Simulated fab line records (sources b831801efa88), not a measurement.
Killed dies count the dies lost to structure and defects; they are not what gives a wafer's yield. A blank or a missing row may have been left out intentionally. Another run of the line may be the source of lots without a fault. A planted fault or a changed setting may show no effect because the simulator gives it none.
Chamber matching || flow sky130 || rieDiel-04 running SKY_VIA1_ETCH_15: 4 sister chambers
The step etches SiO2 in C4F8/O2/Ar, stops on TiN, target depth 351 nm, time 54 s. 8 wafers are shown with their chamber, then 12 later ones without.

== WAFERS WITH THEIR CHAMBER ==
{"wafer": "L085.1", "chamber": 2, "oesProductAu (a.u.)": 0.977}
{"wafer": "L088.6", "chamber": 1, "oesProductAu (a.u.)": 0.994}
{"wafer": "L089.2", "chamber": 3, "oesProductAu (a.u.)": 0.987}
{"wafer": "L089.3", "chamber": 2, "oesProductAu (a.u.)": 0.983}
{"wafer": "L089.4", "chamber": 1, "oesProductAu (a.u.)": 0.972}
{"wafer": "L091.1", "chamber": 0, "oesProductAu (a.u.)": 0.976}
{"wafer": "L091.2", "chamber": 3, "oesProductAu (a.u.)": 0.978}
{"wafer": "L091.5", "chamber": 0, "oesProductAu (a.u.)": 0.981}

== WAFERS WHOSE CHAMBER IS MISSING ==
{"wafer": "L093.1", "oesProductAu (a.u.)": 0.960}
{"wafer": "L093.2", "oesProductAu (a.u.)": 0.971}
{"wafer": "L093.3", "oesProductAu (a.u.)": 0.987}
{"wafer": "L093.4", "oesProductAu (a.u.)": 0.977}
{"wafer": "L093.5", "oesProductAu (a.u.)": 0.985}
{"wafer": "L093.6", "oesProductAu (a.u.)": 0.966}
{"wafer": "L095.4", "oesProductAu (a.u.)": 0.967}
{"wafer": "L095.5", "oesProductAu (a.u.)": 0.984}
{"wafer": "L095.6", "oesProductAu (a.u.)": 0.978}
{"wafer": "L096.3", "oesProductAu (a.u.)": 0.976}
{"wafer": "L096.4", "oesProductAu (a.u.)": 0.968}
{"wafer": "L096.6", "oesProductAu (a.u.)": 0.969}

== WHICH CHAMBER EACH WENT THROUGH ==
{"wafer": "L093.1", "from the rows above": "can't be placed: 0 or 2 or 3 or 1", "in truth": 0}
{"wafer": "L093.2", "from the rows above": "can't be placed: 0 or 2 or 3 or 1", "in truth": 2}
{"wafer": "L093.3", "from the rows above": "can't be placed: 1 or 3 or 2 or 0", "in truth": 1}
{"wafer": "L093.4", "from the rows above": "can't be placed: 0 or 2 or 3 or 1", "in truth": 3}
{"wafer": "L093.5", "from the rows above": "can't be placed: 1 or 3 or 2 or 0", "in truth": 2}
{"wafer": "L093.6", "from the rows above": "can't be placed: 0 or 2 or 3 or 1", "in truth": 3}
{"wafer": "L095.4", "from the rows above": "can't be placed: 0 or 2 or 3 or 1", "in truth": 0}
{"wafer": "L095.5", "from the rows above": "can't be placed: 1 or 3 or 2 or 0", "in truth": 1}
{"wafer": "L095.6", "from the rows above": "can't be placed: 0 or 2 or 3 or 1", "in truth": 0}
{"wafer": "L096.3", "from the rows above": "can't be placed: 0 or 2 or 3 or 1", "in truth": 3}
{"wafer": "L096.4", "from the rows above": "can't be placed: 0 or 2 or 3 or 1", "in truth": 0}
{"wafer": "L096.6", "from the rows above": "can't be placed: 0 or 2 or 3 or 1", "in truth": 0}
Correct placement for 0 of the 12. Unplaceable from these rows: 12, with the true chamber sitting among the candidates in 12. 0 placed wrongly.
How it was worked out, from the rows above alone: a wafer's distance from a chamber is the root of the sum, over the readings, of the square of ((its reading less the chamber's mean) divided by the reading's scatter). If the next closest chamber is less than 2 further off than the closest, the wafer can't be placed; otherwise it belongs to the closest. Each chamber's mean is taken over the wafers shown for it. The scatter: the root of (the sum of the squares of (reading less its chamber's mean) over the shown wafers, divided by (wafers less chambers)).
